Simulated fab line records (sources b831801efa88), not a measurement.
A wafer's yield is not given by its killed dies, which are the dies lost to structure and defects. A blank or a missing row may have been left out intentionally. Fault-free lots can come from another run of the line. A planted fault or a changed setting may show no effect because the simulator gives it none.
Which tool is to blame? / flow gf180mcu / 39 wafers from 13 lots sampled at 3 of the route's 602 steps

## WHAT THE GAUGES READ, wafer by wafer
GF_V1_THK_MEAS_25: measures by xrf. Usual: for V1_W_THK the level is 344 nm and the standard deviation is 4.5.
lot=L924; measured=day 18 03:44; on=film_metro-04; V1_W_THK (nm)=337 343 339; flag=
lot=L925; measured=day 18 18:20; on=film_metro-03; V1_W_THK (nm)=346 343 336; flag=
lot=L926; measured=day 18 21:43; on=film_metro-01; V1_W_THK (nm)=350 348 350; flag=
lot=L927; measured=day 19 11:44; on=film_metro-03; V1_W_THK (nm)=343 338 340; flag=
lot=L930; measured=day 20 18:30; on=film_metro-03; V1_W_THK (nm)=342 341 351; flag=
lot=L933; measured=day 21 11:12; on=film_metro-04; V1_W_THK (nm)=344 341 343; flag=
lot=L935; measured=day 22 20:38; on=film_metro-03; V1_W_THK (nm)=349 348 349; flag=
lot=L936; measured=day 22 21:59; on=film_metro-04; V1_W_THK (nm)=340 344 342; flag=
lot=L937; measured=day 23 07:53; on=film_metro-03; V1_W_THK (nm)=346 343 342; flag=
lot=L940; measured=day 24 09:52; on=film_metro-04; V1_W_THK (nm)=346 344 337; flag=
lot=L943; measured=day 25 01:44; on=film_metro-04; V1_W_THK (nm)=339 341 345; flag=
lot=L946; measured=day 26 02:29; on=film_metro-03; V1_W_THK (nm)=351 348 349; flag=
lot=L947; measured=day 26 10:59; on=film_metro-04; V1_W_THK (nm)=335 334 345; flag=

GF_V2_THK_MEAS_01. Usual: for V2_CVD_00_THK the level is 601 nm and the standard deviation is 8.5.
lot=L924; measured=day 19 05:48; on=film_metro-02; V2_CVD_00_THK (nm)=622 608 621; flag=
lot=L925; measured=day 19 20:26; on=film_metro-02; V2_CVD_00_THK (nm)=607 600 595; flag=
lot=L926; measured=day 19 23:47; on=film_metro-01; V2_CVD_00_THK (nm)=587 601 588; flag=
lot=L927; measured=day 20 13:35; on=film_metro-04; V2_CVD_00_THK (nm)=600 599 593; flag=
lot=L930; measured=day 21 20:18; on=film_metro-02; V2_CVD_00_THK (nm)=607 610 605; flag=
lot=L933; measured=day 22 12:28; on=film_metro-02; V2_CVD_00_THK (nm)=583 592 593; flag=
lot=L935; measured=day 23 20:33; on=film_metro-02; V2_CVD_00_THK (nm)=600 592 613; flag=
lot=L936; measured=day 23 22:01; on=film_metro-02; V2_CVD_00_THK (nm)=600 606 603; flag=
lot=L937; measured=day 24 08:01; on=film_metro-04; V2_CVD_00_THK (nm)=606 585 593; flag=
lot=L940; measured=day 25 08:51; on=film_metro-02; V2_CVD_00_THK (nm)=605 607 605; flag=
lot=L943; measured=day 26 00:12; on=film_metro-04; V2_CVD_00_THK (nm)=605 601 594; flag=
lot=L946; measured=day 27 00:22; on=film_metro-01; V2_CVD_00_THK (nm)=606 594 610; flag=
lot=L947; measured=day 27 08:49; on=film_metro-02; V2_CVD_00_THK (nm)=607 596 605; flag=

## WHAT TOOL EACH LOT RAN ON (gives the tool, then ch and the chambers of the sampled wafers, and finally the start)
lot=L924; GF_M2_SPUTTER_04=pvd_sputter-01, day 18 04:16
lot=L925; GF_M2_SPUTTER_04=pvd_sputter-03, day 18 18:53
lot=L926; GF_M2_SPUTTER_04=pvd_sputter-01, day 18 22:15
lot=L927; GF_M2_SPUTTER_04=pvd_sputter-03, day 19 12:16
lot=L930; GF_M2_SPUTTER_04=pvd_sputter-02, day 20 19:10
lot=L933; GF_M2_SPUTTER_04=pvd_sputter-02, day 21 11:44
lot=L935; GF_M2_SPUTTER_04=pvd_sputter-02, day 22 21:10
lot=L936; GF_M2_SPUTTER_04=pvd_sputter-02, day 22 22:31
lot=L937; GF_M2_SPUTTER_04=pvd_sputter-01, day 23 08:25
lot=L940; GF_M2_SPUTTER_04=pvd_sputter-01, day 24 10:34
lot=L943; GF_M2_SPUTTER_04=pvd_sputter-02, day 25 02:16
lot=L946; GF_M2_SPUTTER_04=pvd_sputter-01, day 26 03:02
lot=L947; GF_M2_SPUTTER_04=pvd_sputter-01, day 26 11:31
- GF_M2_SPUTTER_04: material TiN, target thk 50 nm, time 41.7 s.

## AS READ BY THE TOOLS THEMSELVES (means over the sampled wafers that have a number; for cases with no such wafer, the mark the record gives instead)
GF_M2_SPUTTER_04. Usual: throttle_valve_pct 29.9 %, standard deviation 0.69.
lot=L924; tool=pvd_sputter-01; throttle_valve_pct (%)=29.3; flag=
lot=L925; tool=pvd_sputter-03; throttle_valve_pct (%)=29.7; flag=
lot=L926; tool=pvd_sputter-01; throttle_valve_pct (%)=29.9; flag=
lot=L927; tool=pvd_sputter-03; throttle_valve_pct (%)=29.7; flag=
lot=L930; tool=pvd_sputter-02; throttle_valve_pct (%)=30.0; flag=
lot=L933; tool=pvd_sputter-02; throttle_valve_pct (%)=30.0; flag=
lot=L935; tool=pvd_sputter-02; throttle_valve_pct (%)=30.4; flag=
lot=L936; tool=pvd_sputter-02; throttle_valve_pct (%)=30.8; flag=
lot=L937; tool=pvd_sputter-01; throttle_valve_pct (%)=29.6; flag=
lot=L940; tool=pvd_sputter-01; throttle_valve_pct (%)=30.5; flag=
lot=L943; tool=pvd_sputter-02; throttle_valve_pct (%)=30.2; flag=
lot=L946; tool=pvd_sputter-01; throttle_valve_pct (%)=29.9; flag=
lot=L947; tool=pvd_sputter-01; throttle_valve_pct (%)=29.6; flag=

## THE ANSWER, worked out from the rows above alone
Rule: lot off if the mean of its wafers having a number is beyond 3 standard deviations from the usual mean. Also off: a lot with no number at a reading for which 4 or more lots have one. Any other lot the step has rows for is counted as sound. After the gauges, taken in route order, come the tools' own readings; for these a lot's mean is taken, as printed above. The first step at which some lot is off is used, and at that step the reading that is off furthest; a lot without a number counts as furthest.
Across all readings shown, no lot is off: no conclusion can be drawn from this.

## WHAT WAS PUT IN BY THE SIMULATOR
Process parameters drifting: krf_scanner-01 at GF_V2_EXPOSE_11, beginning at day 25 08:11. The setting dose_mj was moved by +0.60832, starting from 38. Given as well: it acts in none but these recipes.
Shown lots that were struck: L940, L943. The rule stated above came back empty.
